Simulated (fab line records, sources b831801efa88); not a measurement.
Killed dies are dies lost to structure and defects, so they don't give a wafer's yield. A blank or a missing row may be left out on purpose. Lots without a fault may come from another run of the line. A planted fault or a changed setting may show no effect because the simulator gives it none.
Chamber matching | flow sky130 | SKY_VIA1_ETCH_15 on rie_diel-01: 4 sister chambers
The step etches SiO2 in C4F8/O2/Ar, stops on TiN, target depth 351 nm, time 54 s. 4 wafers are shown with their chamber, then 12 later ones without.

WAFERS WITH THEIR CHAMBER
wafer  | chamber | oes_product_au (a.u.)
L084.6 | 3       | 0.990
L089.2 | 1       | 0.980
L089.4 | 2       | 0.984
L089.6 | 0       | 0.972

WAFERS WITHOUT THEIR CHAMBER
wafer  | oes_product_au (a.u.)
L091.1 | 0.981
L091.2 | 0.985
L091.4 | 0.979
L093.1 | 0.983
L093.3 | 0.986
L093.6 | 0.978
L095.3 | 0.978
L095.4 | 0.985
L095.5 | 0.977
L096.1 | 0.985
L096.2 | 0.990
L096.5 | 0.979

WHICH CHAMBER EACH WENT THROUGH
wafer  | from the rows above     | in truth
L091.1 | can't be placed: 1 or 2 | 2
L091.2 | 2                       | 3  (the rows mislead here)
L091.4 | 1                       | 1
L093.1 | can't be placed: 2 or 1 | 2
L093.3 | can't be placed: 2 or 3 | 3
L093.6 | 1                       | 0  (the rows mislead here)
L095.3 | 1                       | 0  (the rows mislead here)
L095.4 | 2                       | 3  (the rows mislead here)
L095.5 | can't be placed: 1 or 0 | 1
L096.1 | 2                       | 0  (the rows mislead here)
L096.2 | 3                       | 3
L096.5 | 1                       | 1
Placed correctly: 3 of 12. Can't be placed from these rows: 4 (the true chamber is among the candidates in 4). Placed wrongly: 5.
How it was worked out, from the rows above alone: a wafer's distance from a chamber is the root of the sum, over the readings, of the square of ((its reading less the chamber's mean) divided by the reading's scatter). The wafer belongs to the nearest chamber; if the next one is less than 2 further off, it can't be placed. A chamber's mean is the mean of its shown wafers. The scatter: with one shown wafer a chamber, the root of the mean of the squares of how far each hidden wafer lies from its nearest shown one.
